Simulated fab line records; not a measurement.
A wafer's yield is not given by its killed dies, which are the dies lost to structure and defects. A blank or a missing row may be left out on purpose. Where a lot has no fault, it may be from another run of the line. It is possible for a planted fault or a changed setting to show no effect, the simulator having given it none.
The same fault as seen by 2 desks ; flow gf180mcu ; only its own numbers are on each desk; what lay behind them is given at the end

THE TOOL OWNER'S DESK: implanter-04
For each lot that ran on this tool, the mean over its sampled wafers that have a number, from the tool's own readings at GF_LVPWELL_IMPLANT_09. The brackets show how far a lot's mean lies from the usual mean; more than 4 standard deviations puts the lot out of limits, marked OUT.
Columns: A = beam_energy_keV at GF_LVPWELL_IMPLANT_09, usual 59.997; B = dose_ions_cm2 at GF_LVPWELL_IMPLANT_09, usual 4.999e+12
lot;first seen here;A;B
L264;day 4 22:33;59.995;4.996e+12
L268;day 5 16:14;59.998;4.994e+12
L270;day 6 05:26;69.585 (+99 or more) OUT;5.007e+12
L273;day 6 20:32;69.596 (+99 or more) OUT;4.998e+12
This desk's verdict: out of limits on L270, L273, starting with L270 at day 6 05:26 (beam_energy_keV at GF_LVPWELL_IMPLANT_09). Within limits: L264, L268.

THE METROLOGY DESK
Lot by lot, what the gauges showed, no matter which tool ran the lot: averages of those sampled wafers that carry a number. The brackets show how far a lot's mean lies from the usual mean; more than 4 standard deviations puts the lot out of limits, marked OUT.
Columns: A = STI_OXIDATION_THK at GF_STI_THK_MEAS_02, usual 10.08 nm; B = STI_OXIDATION_02_THK at GF_STI_THK_MEAS_30, usual 10.11 nm; C = MVSD_OVL at GF_MVSD_OVL_MEAS_07, usual 0.4 nm; D = LVPWELL_RS at GF_VT_IMPLANT_RS_MEAS_48, usual 1197 ohm/sq
lot;first seen here;A;B;C;D
L260;day 1 11:38;10.08;10.54;1.0;1193
L261;day 1 16:34;10.21;9.96;1.4;1199
L262;day 1 21:31;10.02;10.17;0.3;1198
L263;day 2 07:15;10.23;10.17;-0.7;1198
L264;day 2 10:08;10.15;10.06;0.3;1201
L266;day 2 18:24;9.84;9.94;0.7;1194
L268;day 3 03:32;10.14;10.07;-0.6;1195
L270;day 3 13:31;10.11;9.91;1.2;1207
L273;day 4 04:31;9.91;10.33;0.3;1209
L275;day 4 14:31;9.89;9.97;0.3;1194
L277;day 5 01:52;10.32;9.95;0.4;1198
L279;day 5 10:58;10.00;10.16;2.0;1196
L281;day 5 20:31;10.20;10.20;-1.3;1192
L283;day 6 06:31;9.95;10.07;-0.2;1200
Finding of this desk: none of the 14 lots has anything out of limits.

PUT TOGETHER
On L270, L273, at day 6 05:26, an alarm was possible from the tool owner's desk.
From the metrology desk's view, nothing was out of limits.
The metrology desk holds a record of L270, L273, inside its limits.
Of the lots named, all ran GF_LVPWELL_IMPLANT_09 on implanter-04.

WHAT THE SIMULATOR PUT IN
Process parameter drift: implanter-04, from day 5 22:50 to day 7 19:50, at GF_LVPWELL_IMPLANT_09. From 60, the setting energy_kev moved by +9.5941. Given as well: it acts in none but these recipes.
Lots struck among those shown: L270, L273.
How many hours passed from the start of the fault until each desk's first out-of-limits reading: the tool owner's desk, 7.
